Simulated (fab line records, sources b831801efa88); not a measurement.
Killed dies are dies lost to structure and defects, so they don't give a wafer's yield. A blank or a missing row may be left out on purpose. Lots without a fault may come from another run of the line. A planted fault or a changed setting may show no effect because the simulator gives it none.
Which tool did it? | flow sky130 | 13 lots, 39 wafers sampled, at 4 steps of a route of 708

WHAT THE GAUGES READ, wafer by wafer
SKY_POLY_GATE_CD_MEAS_22. Usual: cd_nm 150 nm, standard deviation 3.6.
lot  | measured     | on        | cd_nm (nm)  | flag
L152 | day 16 09:23 | cd_sem-01 | 144 144 148 |
L153 | day 16 19:19 | cd_sem-01 | 147 147 146 |
L155 | day 17 16:32 | cd_sem-02 | 151 150 158 |
L156 | day 17 19:16 | cd_sem-01 | 154 149 149 |
L158 | day 19 02:04 | cd_sem-02 | 151 152 153 |
L161 | day 20 01:57 | cd_sem-02 | 150 148 149 |
L167 | day 22 06:51 | cd_sem-02 | 145 145 146 |
L168 | day 22 14:34 | cd_sem-02 | 148 141 146 |
L169 | day 22 16:56 | cd_sem-01 | 151 152 150 |
L170 | day 23 05:23 | cd_sem-02 | 153 147 143 |
L171 | day 23 16:17 | cd_sem-02 | 150 147 151 |
L172 | day 23 20:25 | cd_sem-02 | 150 154 156 |
L175 | day 25 06:46 | cd_sem-01 | 150 155 147 |

SKY_LDD_HVP_OVL_MEAS_07. Usual: LDD_HVP_OVL 0.0 nm, standard deviation 1.3.
lot  | measured     | on         | LDD_HVP_OVL (nm) | flag
L152 | day 21 11:37 | overlay-01 | 0.8 -0.8 -1.7    |
L153 | day 21 20:26 | overlay-01 | -0.9 -0.3 -0.4   |
L155 | day 22 18:10 | overlay-01 | 0.2 0.2 0.4      |
L156 | day 22 21:43 | overlay-01 | -0.5 0.1 1.4     |
L158 | day 24 04:25 | overlay-01 | - - -            | OFF
L161 | day 25 01:37 | overlay-02 | 1.9 1.3 0.2      |
L167 | day 27 05:55 | overlay-02 | -0.7 1.8 0.2     |
L168 | day 27 12:25 | overlay-01 | -1.1 -0.2 0.3    |
L169 | day 27 16:04 | overlay-01 | -0.3 2.4 0.2     |
L170 | day 28 02:43 | overlay-01 | 1.2 0.9 -0.5     |
L171 | day 28 13:19 | overlay-02 | -0.8 2.4 1.0     |
L172 | day 28 17:31 | overlay-02 | 3.3 -0.3 -0.1    |
L175 | day 30 02:38 | overlay-01 | 0.2 -1.9 -1.4    |

SKY_LDD_HVP_TW_MEAS_10. Usual: LDD_HVP_TW 459, standard deviation 3.9.
lot  | measured     | on            | LDD_HVP_TW  | flag
L152 | day 21 11:55 | film_metro-01 | 461 461 461 |
L153 | day 21 20:43 | film_metro-01 | 460 462 467 |
L155 | day 22 18:28 | film_metro-02 | 454 452 453 |
L156 | day 22 22:01 | film_metro-04 | 458 458 458 |
L158 | day 24 04:43 | film_metro-02 | 30 30 30    | OFF
L161 | day 25 01:54 | film_metro-02 | 457 457 454 |
L167 | day 27 06:13 | film_metro-01 | 461 462 460 |
L168 | day 27 12:43 | film_metro-01 | 462 459 461 |
L169 | day 27 16:21 | film_metro-02 | 453 454 456 |
L170 | day 28 03:01 | film_metro-01 | 464 466 462 |
L171 | day 28 13:36 | film_metro-02 | 452 453 454 |
L172 | day 28 17:48 | film_metro-01 | 464 460 464 |
L175 | day 30 02:56 | film_metro-04 | 458 459 458 |

WHICH TOOL RAN EACH LOT (tool, then ch and the chambers of the sampled wafers, then the start)
lot  | SKY_LDD_HVP_EXPOSE_04
L152 | iline_stepper-02 ch 0, day 20 20:30
L153 | iline_stepper-02 ch 0, day 21 05:56
L155 | iline_stepper-01 ch 0, day 22 03:38
L156 | iline_stepper-02 ch 0, day 22 07:56
L158 | iline_stepper-01 ch 0, day 23 14:12
L161 | iline_stepper-01 ch 0, day 24 10:06
L167 | iline_stepper-01 ch 0, day 26 15:29
L168 | iline_stepper-02 ch 0, day 26 21:15
L169 | iline_stepper-01 ch 0, day 27 01:08
L170 | iline_stepper-01 ch 0, day 27 13:37
L171 | iline_stepper-02 ch 0, day 27 23:08
L172 | iline_stepper-01 ch 0, day 28 02:53
L175 | iline_stepper-02 ch 0, day 29 11:53
- SKY_LDD_HVP_EXPOSE_04: exposes mask HVPTM, target cd 700 nm.

WHAT THE TOOLS THEMSELVES READ (means of the sampled wafers that have a number; where no wafer has one, the mark that the record gives instead)
The record holds no such reading with a usual standard deviation.

THE ANSWER, worked out from the rows above alone
Rule: a lot is off if the mean of its wafers that have a number lies more than 3 standard deviations from the usual mean. A lot without any number at a reading at which 4 lots or more have one is off too. The other lots that the step has rows for count as sound. The gauges are gone through in route order, then the tools' own readings, and for those a lot's mean is taken as printed above. The first step at which some lot is off is used, and at that step the reading that is off furthest; a lot without a number counts as furthest.
Off: L158, at SKY_LDD_HVP_OVL_MEAS_07 (LDD_HVP_OVL). Without a number there: L158.
A tool fits if, at a process step before that reading, it ran every lot that is off, and no sound lot after the first of them. The gauges at SKY_LDD_HVP_OVL_MEAS_07 aren't tried: what is off there is off at SKY_LDD_HVP_TW_MEAS_10 too, on other tools, and a gauge's error can't cause that. None of those tried fits.

WHAT THE SIMULATOR HAD PUT IN
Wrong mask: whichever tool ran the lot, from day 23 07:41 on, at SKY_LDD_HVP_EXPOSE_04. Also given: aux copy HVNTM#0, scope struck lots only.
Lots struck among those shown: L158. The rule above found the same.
